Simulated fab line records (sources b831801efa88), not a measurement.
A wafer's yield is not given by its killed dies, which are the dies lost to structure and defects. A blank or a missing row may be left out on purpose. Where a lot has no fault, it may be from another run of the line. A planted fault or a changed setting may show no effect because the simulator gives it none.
fab line records	flow sky130	part 1 of 2: steps 1 to 31 of 41
record: lots: 5	wafers: 15	last_day: 50
route steps=708 shown SONOS_TUNNEL@163 SONOS_ONO@168 GATE_OXIDE@187
lots with no fault: from the same line, run without faults
start_h: hours from the record's opening day to when the first of the lot's shown wafers began	wait_h: hours since the lot's step before	" the same as in the row above	L1.1+2: several wafers, shown together as one row	- no value, or no start was given	* or withheld: withheld	< > ~ a bound
route shown NAME@n: NAME is a module with steps in the file, n the number in the route of the first one	usual: mean and standard deviation over wafers with no fault	same: alike in all rows	chamber/n: place in a boat	sites: each site's reading	_std_site: standard deviation of those values	_edge_site: mean of outer sites minus mean of inner sites	radius_mm: how far each site lies from the wafer's centre	mask NAME#n: copy n	behind: the most recent tool/chamber to have shaped the wafer	hold: the reason the lot was held/the length of the hold in hours/how it ended	device: the n, p or np transistor that did not switch	end of line: the tests these same wafers got at the end of their route	where a step has no rows: the recipe by itself	killed: at the first sort, the dies lost to defects and structure; wafer yield is something else	map: the dies of a wafer, with x for killed, . for not killed, _ for no die there
set.NAME: the setting as run; set.NAME@STEP: as run at that earlier step	model.NAME: the simulator's own value behind a step, which no gauge read
lots seen at some steps along the route; tables by step, rows by wafer
services: from which hour (start_h, from the record's first day; less than 0 if before it) a tool's chamber was out of use, for how many hours, and why
== steps ==
step: SKY_SONOS_TUNNEL_IMPLANT_09
recipe: species: B	energy_kev: 20	dose_cm2: 1e+12	tilt_deg: withheld
usual: dose_ions_cm2: 9.999e+11/1.1e+09	end_station_pressure_torr: 5.01e-06/2.6e-07
lot.wafer	tool	chamber	start_h	wait_h	dose_ions_cm2	end_station_pressure_torr
L079.2	implanter-02	0	290.09	0.0	9.968e+11	4.95e-06
L079.5	"	0	"	"	9.993e+11	5.16e-06
L079.6	"	0	"	"	9.981e+11	4.97e-06
L085.2	implanter-02	0	343.25	0.2	1.0016e+12	4.95e-06
L085.5	"	0	"	"	1.002e+12	5.22e-06
L085.6	"	0	"	"	1.0017e+12	5.12e-06
L089.1	implanter-03	0	372.89	0.0	1.0011e+12	5.07e-06
L089.3	"	0	"	"	1.0003e+12	4.95e-06
L089.6	"	0	"	"	1.0023e+12	5.04e-06
L092.1	implanter-03	0	395.91	0.0	1.0001e+12	5.28e-06
L092.2	"	0	"	"	1.0001e+12	4.82e-06
L092.5	"	0	"	"	1.0007e+12	5.15e-06
L097.2	implanter-03	0	430.65	0.0	9.987e+11	4.41e-06
L097.4	"	0	"	"	9.995e+11	4.93e-06
L097.5	"	0	"	"	1.0004e+12	5.24e-06
step: SKY_SONOS_TUNNEL_WET_ETCH_10
recipe: chemistry: dHF	target_depth_nm: 14	target: SiO2	dilution: 100:1	temp_c: 25	time_s: 280
lot.wafer	tool	chamber	start_h	wait_h
L079.2+5+6	wet_bench-02	2	290.21	0.1
L085.2+5+6	wet_bench-03	3	343.38	0.1
L089.1+3+6	wet_bench-02	1	373.04	0.1
L092.1+2+5	wet_bench-03	0	396.06	0.1
L097.2+4+5	wet_bench-03	1	430.78	0.1
step: SKY_SONOS_TUNNEL_STRIP_11
recipe: chemistry: SPM	time_s: 600	temp_c: 130
lot.wafer	tool	chamber	start_h	wait_h
L079.2+5+6	wet_bench-03	1	290.30	0.0
L085.2+5+6	wet_bench-04	3	343.55	0.0
L089.1+3+6	wet_bench-04	3	373.13	0.0
L092.1+2+5	wet_bench-04	0	396.15	0.0
L097.2+4+5	wet_bench-04	1	430.86	0.0
step: SKY_SONOS_TUNNEL_TW_MEAS_12
usual: SONOS_TUNNEL_TW: 197.7/2.5
lot.wafer	tool	chamber	start_h	wait_h	SONOS_TUNNEL_TW
L079.2	film_metro-03	-	290.48	0.0	197.8
L079.5	"	-	"	"	198.2
L079.6	"	-	"	"	196.6
L085.2	film_metro-03	-	343.74	0.0	198.6
L085.5	"	-	"	"	197.9
L085.6	"	-	"	"	198.8
L089.1	film_metro-03	-	373.30	0.0	197.3
L089.3	"	-	"	"	196.7
L089.6	"	-	"	"	198.4
L092.1	film_metro-02	-	396.32	0.0	194.3
L092.2	"	-	"	"	193.9
L092.5	"	-	"	"	195.0
L097.2	film_metro-03	-	431.05	0.0	196.9
L097.4	"	-	"	"	197.3
L097.5	"	-	"	"	198.0
step: SKY_SONOS_TUNNEL_CLEAN_13
recipe: chemistry: dHF	time_s: 20	dilution: 100:1	dry: ipa_marangoni
lot.wafer	tool	chamber	start_h	wait_h
L079.2+5+6	wet_bench-04	2	290.53	0.0
L085.2+5+6	wet_bench-03	3	343.79	0.0
L089.1+3+6	wet_bench-03	3	373.36	0.1
L092.1+2+5	wet_bench-03	1	396.38	0.1
L097.2+4+5	wet_bench-03	0	431.10	0.0
step: SKY_SONOS_ONO_OXIDATION_00
recipe: temp_c: 800	ambient: O2	idle_temp_c: 700	ramp_up_c_per_min: 10	ramp_down_c_per_min: 3	stabilise_s: 600	purge_s: 300	target_thk_a: 26	ox_time_s: 1249
usual: spike_tc_upper_C: 800.1/1
lot.wafer	tool	chamber	start_h	wait_h	spike_tc_upper_C
L079.2	furnace-02	0	292.37	1.8	799.9
L079.5	"	0	"	"	800.3
L079.6	"	0	"	"	800.9
L085.2	furnace-01	0	343.81	0.0	799.7
L085.5	"	0	"	"	799.8
L085.6	"	0	"	"	799.7
L089.1	furnace-01	0	375.54	2.2	799.7
L089.3	"	0	"	"	800.8
L089.6	"	0	"	"	800.9
L092.1	furnace-01	0	396.63	0.2	800.9
L092.2	"	0	"	"	800.2
L092.5	"	0	"	"	799.6
L097.2	furnace-02	0	433.79	2.7	800.5
L097.4	"	0	"	"	799.2
L097.5	"	0	"	"	802.1
step: SKY_SONOS_ONO_THK_MEAS_01
recipe: reads: SiO2_of_SONOS_ONO_OXIDATION_00
usual: SONOS_ONO_OXIDATION_THK: 2.58/0.06
lot.wafer	tool	chamber	start_h	wait_h	SONOS_ONO_OXIDATION_THK[nm]
L079.2	film_metro-03	-	293.73	0.0	2.56
L079.5	"	-	"	"	2.50
L079.6	"	-	"	"	2.55
L085.2	film_metro-04	-	345.17	0.0	2.58
L085.5	"	-	"	"	2.62
L085.6	"	-	"	"	2.63
L089.1	film_metro-04	-	376.89	0.0	2.64
L089.3	"	-	"	"	2.69
L089.6	"	-	"	"	2.70
L092.1	film_metro-01	-	397.98	0.0	2.59
L092.2	"	-	"	"	2.60
L092.5	"	-	"	"	2.61
L097.2	film_metro-04	-	435.15	0.0	2.67
L097.4	"	-	"	"	2.63
L097.5	"	-	"	"	2.63
step: SKY_SONOS_ONO_CVD_02
recipe: material: Si3N4	precursor: DCS/NH3	target_thk_nm: 10.5	temp_c: 770	time_s: 180	pressure_mtorr: 250
usual: pressure_mtorr: 250.1/0.51	spike_tc_upper_C: 769.5/1.1
lot.wafer	tool	chamber	start_h	wait_h	pressure_mtorr	spike_tc_upper_C
L079.2	lpcvd-02	0	295.04	1.3	250.0	768.0
L079.5	"	0	"	"	249.5	769.5
L079.6	"	0	"	"	249.9	769.4
L085.2	lpcvd-02	0	346.67	1.5	249.7	769.6
L085.5	"	0	"	"	249.6	770.2
L085.6	"	0	"	"	250.3	769.0
L089.1	lpcvd-02	1	376.95	0.1	250.1	771.1
L089.3	"	1	"	"	250.7	768.4
L089.6	"	1	"	"	250.4	770.6
L092.1	lpcvd-02	1	399.19	1.2	249.8	769.4
L092.2	"	1	"	"	250.3	770.3
L092.5	"	1	"	"	250.2	770.9
L097.2	lpcvd-02	1	435.78	0.6	249.9	768.6
L097.4	"	1	"	"	250.0	770.3
L097.5	"	1	"	"	250.3	771.0
step: SKY_SONOS_ONO_THK_MEAS_03
recipe: reads: Si3N4_of_SONOS_ONO_CVD_02
usual: SONOS_ONO_CVD_02_THK: 10.42/0.15
lot.wafer	tool	chamber	start_h	wait_h	SONOS_ONO_CVD_02_THK[nm]
L079.2	film_metro-03	-	296.10	0.0	10.60
L079.5	"	-	"	"	10.64
L079.6	"	-	"	"	10.57
L085.2	film_metro-03	-	347.73	0.0	10.64
L085.5	"	-	"	"	10.56
L085.6	"	-	"	"	10.60
L089.1	film_metro-03	-	378.00	0.0	10.58
L089.3	"	-	"	"	10.56
L089.6	"	-	"	"	10.65
L092.1	film_metro-01	-	400.24	0.0	10.31
L092.2	"	-	"	"	10.42
L092.5	"	-	"	"	10.26
L097.2	film_metro-03	-	436.84	0.0	10.48
L097.4	"	-	"	"	10.60
L097.5	"	-	"	"	10.58
step: SKY_SONOS_ONO_CVD_04
recipe: material: SiO2	precursor: SiH4/N2O	target_thk_nm: 5.7199	temp_c: 900	pressure_mtorr: 400
usual: pressure_mtorr: 399.8/0.78	spike_tc_upper_C: 900.5/1.9
lot.wafer	tool	chamber	start_h	wait_h	pressure_mtorr	spike_tc_upper_C
L079.2	lpcvd-03	1	296.15	0.0	400.1	902.5
L079.5	"	1	"	"	401.0	902.3
L079.6	"	1	"	"	399.6	899.9
L085.2	lpcvd-03	1	347.78	0.0	398.7	902.3
L085.5	"	1	"	"	398.3	902.4
L085.6	"	1	"	"	399.6	903.4
L089.1	lpcvd-03	0	378.06	0.1	399.8	898.1
L089.3	"	0	"	"	399.9	897.4
L089.6	"	0	"	"	398.9	899.1
L092.1	lpcvd-03	1	400.30	0.1	399.6	903.3
L092.2	"	1	"	"	400.4	902.7
L092.5	"	1	"	"	399.2	903.2
L097.2	lpcvd-03	1	436.89	0.0	398.3	902.6
L097.4	"	1	"	"	398.8	900.2
L097.5	"	1	"	"	400.5	900.9
step: SKY_SONOS_ONO_THK_MEAS_05
recipe: reads: SiO2_of_SONOS_ONO_CVD_04
usual: SONOS_ONO_CVD_04_THK: 5.66/0.11
lot.wafer	tool	chamber	start_h	wait_h	SONOS_ONO_CVD_04_THK[nm]
L079.2	film_metro-03	-	297.41	0.0	5.51
L079.5	"	-	"	"	5.60
L079.6	"	-	"	"	5.56
L085.2	film_metro-01	-	349.04	0.0	5.87
L085.5	"	-	"	"	5.85
L085.6	"	-	"	"	5.81
L089.1	film_metro-04	-	379.31	0.0	5.76
L089.3	"	-	"	"	5.78
L089.6	"	-	"	"	5.64
L092.1	film_metro-04	-	401.55	0.0	5.61
L092.2	"	-	"	"	5.63
L092.5	"	-	"	"	5.63
L097.2	film_metro-04	-	438.15	0.0	5.76
L097.4	"	-	"	"	5.74
L097.5	"	-	"	"	5.82
step: SKY_SONOS_ONO_DEHYDRATE_06
recipe: temp_c: 200	time_s: 60
lot.wafer	tool	chamber	start_h	wait_h
L079.2+5+6	litho_track-01	0	309.56	12.1
L085.2+5+6	litho_track-04	0	361.95	12.9
L089.1+3+6	litho_track-01	0	392.19	12.9
L092.1+2+5	litho_track-01	0	416.59	15.0
L097.2+4+5	litho_track-03	0	453.18	15.0
step: SKY_SONOS_ONO_HMDS_07
recipe: prime_time_s: 60	prime_temp_c: 120
lot.wafer	tool	chamber	start_h	wait_h
L079.2+5+6	litho_track-01	0	309.71	0.1
L085.2+5+6	litho_track-04	0	362.10	0.1
L089.1+3+6	litho_track-01	0	392.34	0.1
L092.1+2+5	litho_track-01	0	416.74	0.1
L097.2+4+5	litho_track-03	0	453.33	0.1
step: SKY_SONOS_ONO_COAT_08
recipe: resist: NOVOLAK	spin_rpm: 3000	resist_thk_nm: 1140
lot.wafer	tool	chamber	start_h	wait_h
L079.2+5+6	litho_track-01	0	309.86	0.1
L085.2+5+6	litho_track-04	0	362.25	0.1
L089.1+3+6	litho_track-01	0	392.49	0.1
L092.1+2+5	litho_track-01	0	416.89	0.1
L097.2+4+5	litho_track-03	0	453.48	0.1
step: SKY_SONOS_ONO_SOFTBAKE_09
recipe: temp_c: 90	time_s: 60	resist: NOVOLAK
lot.wafer	tool	chamber	start_h	wait_h
L079.2+5+6	litho_track-01	0	310.01	0.1
L085.2+5+6	litho_track-04	0	362.40	0.1
L089.1+3+6	litho_track-01	0	392.64	0.1
L092.1+2+5	litho_track-01	0	417.04	0.1
L097.2+4+5	litho_track-03	0	453.63	0.1
step: SKY_SONOS_ONO_EXPOSE_10
recipe: mask_id: ONOM	target_cd_nm: 410	na: 0.6	source_shape: conventional	sigma_outer: 0.6	dose_mj: 150
usual: focus_offset_nm: 0.1/0.56
lot.wafer	tool	chamber	start_h	wait_h	mask	focus_offset_nm
L079.2	iline_stepper-02	0	-	-	ONOM#0	1.1
L079.5	"	0	"	"	ONOM#0	0.6
L079.6	"	0	"	"	ONOM#0	0.5
L085.2	iline_stepper-01	0	-	-	ONOM#0	-0.7
L085.5	"	0	"	"	ONOM#0	-0.7
L085.6	"	0	"	"	ONOM#0	0.5
L089.1	iline_stepper-02	0	-	-	ONOM#0	0.6
L089.3	"	0	"	"	ONOM#0	0.5
L089.6	"	0	"	"	ONOM#0	0.6
L092.1	iline_stepper-02	0	-	-	ONOM#0	0.3
L092.2	"	0	"	"	ONOM#0	0.1
L092.5	"	0	"	"	ONOM#0	0.3
L097.2	iline_stepper-01	0	-	-	ONOM#0	1.6
L097.4	"	0	"	"	ONOM#0	-0.1
L097.5	"	0	"	"	ONOM#0	0.7
step: SKY_SONOS_ONO_PEB_11
recipe: temp_c: withheld	time_s: *	resist: NOVOLAK
lot.wafer	tool	chamber	start_h	wait_h
L079.2+5+6	litho_track-01	0	-	-
L085.2+5+6	litho_track-03	0	-	-
L089.1+3+6	litho_track-04	0	-	-
L092.1+2+5	litho_track-01	0	-	-
L097.2+4+5	litho_track-03	0	-	-
step: SKY_SONOS_ONO_DEVELOP_12
recipe: develop_time_s: 60	dev_temp_c: 23
lot.wafer	tool	chamber	start_h	wait_h
L079.2+5+6	litho_track-01	0	323.51	0.1
L085.2+5+6	litho_track-03	0	375.78	0.1
L089.1+3+6	litho_track-04	0	407.12	0.1
L092.1+2+5	litho_track-01	0	431.74	0.1
L097.2+4+5	litho_track-03	0	468.38	0.1
step: SKY_SONOS_ONO_CD_MEAS_13
recipe: target_cd_nm: 410
usual: cd_nm: 410.2/2.7
lot.wafer	tool	chamber	start_h	wait_h	cd_nm
L079.2	cd_sem-01	-	323.66	0.1	412.4
L079.5	"	-	"	"	413.0
L079.6	"	-	"	"	412.9
L085.2	cd_sem-01	-	375.92	0.1	406.2
L085.5	"	-	"	"	405.8
L085.6	"	-	"	"	404.9
L089.1	cd_sem-02	-	407.27	0.1	413.5
L089.3	"	-	"	"	412.4
L089.6	"	-	"	"	414.0
L092.1	cd_sem-01	-	431.89	0.1	407.8
L092.2	"	-	"	"	410.5
L092.5	"	-	"	"	411.4
L097.2	cd_sem-01	-	468.52	0.1	406.8
L097.4	"	-	"	"	407.0
L097.5	"	-	"	"	408.7
step: SKY_SONOS_ONO_OVL_MEAS_14
usual: SONOS_ONO_OVL: 0.0/1.3
lot.wafer	tool	chamber	start_h	wait_h	SONOS_ONO_OVL[nm]
L079.2	overlay-01	-	323.77	0.1	1.1
L079.5	"	-	"	"	-0.1
L079.6	"	-	"	"	0.0
L085.2	overlay-02	-	376.03	0.1	0.4
L085.5	"	-	"	"	0.7
L085.6	"	-	"	"	0.3
L089.1	overlay-01	-	407.39	0.1	-2.1
L089.3	"	-	"	"	-1.1
L089.6	"	-	"	"	-0.8
L092.1	overlay-02	-	432.01	0.1	0.6
L092.2	"	-	"	"	-0.4
L092.5	"	-	"	"	0.5
L097.2	overlay-01	-	468.63	0.1	2.1
L097.4	"	-	"	"	1.6
L097.5	"	-	"	"	0.1
step: SKY_SONOS_ONO_ETCH_15
recipe: target_depth_nm: 19.52	chemistry: CHF3/O2	source_w: 600	bias_w: 206.2	pressure_mtorr: 40	chf3_flow_sccm: 50	O2_flow_sccm: 5	time_s: 7.8
usual: drypump_motor_current_A: 5.8/0.39	oes_product_au: 1.004/0.012	throttle_valve_pct: 8.826/0.0096
lot.wafer	tool	chamber	start_h	wait_h	drypump_motor_current_A	oes_product_au	rf_hours_counter_h	throttle_valve_pct
L079.2	rie_diel-01	0	323.80	0.0	5.4	1.006	64	8.832
L079.5	"	3	"	"	5.6	1.000	-	8.823
L079.6	"	2	"	"	5.9	1.012	-	8.812
L085.2	rie_diel-03	3	376.06	0.0	5.5	1.012	109	8.835
L085.5	"	0	"	"	5.7	0.988	-	8.814
L085.6	"	3	"	"	5.5	1.022	-	8.827
L089.1	rie_diel-03	2	407.43	0.0	5.6	0.989	4	8.816
L089.3	"	1	"	"	5.6	1.000	34	8.817
L089.6	"	1	"	"	5.7	0.996	-	8.824
L092.1	rie_diel-01	0	432.04	0.0	5.4	1.002	66	8.828
L092.2	"	2	"	"	6.0	1.003	46	8.824
L092.5	"	2	"	"	6.0	1.002	-	8.830
L097.2	rie_diel-04	2	468.66	0.0	6.3	1.009	1	8.853
L097.4	"	1	"	"	6.8	1.000	75	8.825
L097.5	"	0	"	"	5.6	1.031	-	8.819
step: SKY_SONOS_ONO_WET_ETCH_16
recipe: chemistry: dHF	target_depth_nm: 14	dry: n2_spin	target: SiO2	dilution: 100:1	temp_c: 25	time_s: 280
lot.wafer	tool	chamber	start_h	wait_h
L079.2+5+6	wet_bench-02	2	323.82	0.0
L085.2+5+6	wet_bench-02	1	376.08	0.0
L089.1+3+6	wet_bench-02	0	407.45	0.0
L092.1+2+5	wet_bench-03	0	432.06	0.0
L097.2+4+5	wet_bench-03	3	468.68	0.0
step: SKY_SONOS_ONO_STRIP_17
recipe: chemistry: O2/N2	power_w: 1400	pressure_mtorr: 1500	platen_temp_c: withheld	o2_flow_sccm: 3000	n2_flow_sccm: 300	overash_fraction: 0.5
usual: drypump_motor_current_A: 5.57/0.2	oes_product_au: 0.710/0.0047	strip_time_to_endpoint_s: 14.10/0.038
lot.wafer	tool	chamber	start_h	wait_h	drypump_motor_current_A	oes_product_au	rf_hours_counter_h	strip_time_to_endpoint_s
L079.2	plasma_asher-01	1	323.91	0.0	5.65	0.716	58	14.10
L079.5	"	0	"	"	5.69	0.707	-	14.07
L079.6	"	1	"	"	5.64	0.707	-	14.11
L085.2	plasma_asher-02	1	376.17	0.0	5.23	0.719	25	14.09
L085.5	"	1	"	"	5.24	0.711	-	14.08
L085.6	"	0	"	"	5.65	0.714	-	14.06
L089.1	plasma_asher-01	1	407.63	0.0	5.64	0.705	66	14.12
L089.3	"	0	"	"	5.73	0.709	-	14.13
L089.6	"	1	"	"	5.62	0.718	-	14.08
L092.1	plasma_asher-02	1	432.16	0.0	5.24	0.701	31	14.11
L092.2	"	0	"	"	5.63	0.714	31	14.16
L092.5	"	0	"	"	5.65	0.713	-	14.10
L097.2	plasma_asher-03	0	468.77	0.0	5.04	0.718	67	14.17
L097.4	"	1	"	"	5.86	0.713	-	14.15
L097.5	"	0	"	"	5.03	0.714	-	14.17
step: SKY_SONOS_ONO_WET_ETCH_18
recipe: chemistry: H3PO4	target_depth_nm: 15	target: Si3N4	temp_c: 160	time_s: 172
lot.wafer	tool	chamber	start_h	wait_h
L079.2+5+6	wet_bench-03	2	324.01	0.1
L085.2+5+6	wet_bench-01	0	376.27	0.1
L089.1+3+6	wet_bench-01	2	407.73	0.1
L092.1+2+5	wet_bench-01	2	432.26	0.1
L097.2+4+5	wet_bench-02	0	468.87	0.1
step: SKY_GATE_OXIDE_CLEAN_00
recipe: chemistry: SC1/SC2	mix: 1:4:20	temp_c: 70	time_s: 150	dry: n2_spin
lot.wafer	tool	chamber	start_h	wait_h
L079.2+5+6	wet_bench-01	2	324.07	0.0
L085.2+5+6	wet_bench-02	3	376.32	0.0
L089.1+3+6	wet_bench-03	1	407.80	0.0
L092.1+2+5	wet_bench-02	0	432.31	0.0
L097.2+4+5	wet_bench-01	1	468.93	0.0
step: SKY_GATE_OXIDE_OXIDATION_01
recipe: temp_c: 900	ambient: O2	stabilise_s: 600	purge_s: 300	target_thk_a: 102.68	ox_time_s: 1473
usual: spike_tc_upper_C: 899.9/1.1
lot.wafer	tool	chamber	start_h	wait_h	spike_tc_upper_C
L079.2	furnace-02	0	324.12	0.0	900.4
L079.5	"	0	"	"	901.6
L079.6	"	0	"	"	899.4
L085.2	furnace-01	0	378.42	2.1	901.3
L085.5	"	0	"	"	900.5
L085.6	"	0	"	"	900.5
L089.1	furnace-01	0	407.85	0.0	898.2
L089.3	"	0	"	"	898.5
L089.6	"	0	"	"	899.7
L092.1	furnace-01	0	433.94	1.6	899.2
L092.2	"	0	"	"	900.1
L092.5	"	0	"	"	899.0
L097.2	furnace-01	0	468.98	0.0	900.9
L097.4	"	0	"	"	899.6
L097.5	"	0	"	"	898.9
step: SKY_GATE_OXIDE_THK_MEAS_02
recipe: reads: SiO2_of_GATE_OXIDE_OXIDATION_01
usual: GATE_OXIDE_OXIDATION_00_THK: 10.15/0.18
lot.wafer	tool	chamber	start_h	wait_h	GATE_OXIDE_OXIDATION_00_THK[nm]
L079.2	film_metro-02	-	325.54	0.0	9.86
L079.5	"	-	"	"	9.95
L079.6	"	-	"	"	10.12
L085.2	film_metro-02	-	379.84	0.0	10.23
L085.5	"	-	"	"	10.22
L085.6	"	-	"	"	10.31
L089.1	film_metro-03	-	409.26	0.0	10.07
L089.3	"	-	"	"	10.26
L089.6	"	-	"	"	9.90
L092.1	film_metro-01	-	435.35	0.0	10.01
L092.2	"	-	"	"	10.07
L092.5	"	-	"	"	9.99
L097.2	film_metro-01	-	470.40	0.0	10.00
L097.4	"	-	"	"	10.04
L097.5	"	-	"	"	9.92
step: SKY_GATE_OXIDE_DEHYDRATE_03
recipe: temp_c: 200	time_s: 60
lot.wafer	tool	chamber	start_h	wait_h
L079.2+5+6	litho_track-02	0	337.70	12.1
L085.2+5+6	litho_track-04	0	393.19	13.3
L089.1+3+6	litho_track-02	0	423.67	14.4
L092.1+2+5	litho_track-04	0	449.87	14.5
L097.2+4+5	litho_track-03	0	485.18	14.8
step: SKY_GATE_OXIDE_HMDS_04
recipe: prime_time_s: 60	prime_temp_c: 120
lot.wafer	tool	chamber	start_h	wait_h
L079.2+5+6	litho_track-02	0	337.85	0.1
L085.2+5+6	litho_track-04	0	393.34	0.1
L089.1+3+6	litho_track-02	0	423.82	0.1
L092.1+2+5	litho_track-04	0	450.02	0.1
L097.2+4+5	litho_track-03	0	485.33	0.1
step: SKY_GATE_OXIDE_COAT_05
recipe: resist: NOVOLAK	spin_rpm: 3000	resist_thk_nm: 1140
lot.wafer	tool	chamber	start_h	wait_h
L079.2+5+6	litho_track-02	0	338.00	0.1
L085.2+5+6	litho_track-04	0	393.49	0.1
L089.1+3+6	litho_track-02	0	423.97	0.1
L092.1+2+5	litho_track-04	0	450.17	0.1
L097.2+4+5	litho_track-03	0	485.48	0.1
step: SKY_GATE_OXIDE_SOFTBAKE_06
recipe: temp_c: 90	time_s: 60	resist: NOVOLAK
lot.wafer	tool	chamber	start_h	wait_h
L079.2+5+6	litho_track-02	0	338.15	0.1
L085.2+5+6	litho_track-04	0	393.64	0.1
L089.1+3+6	litho_track-02	0	424.12	0.1
L092.1+2+5	litho_track-04	0	450.32	0.1
L097.2+4+5	litho_track-03	0	485.63	0.1
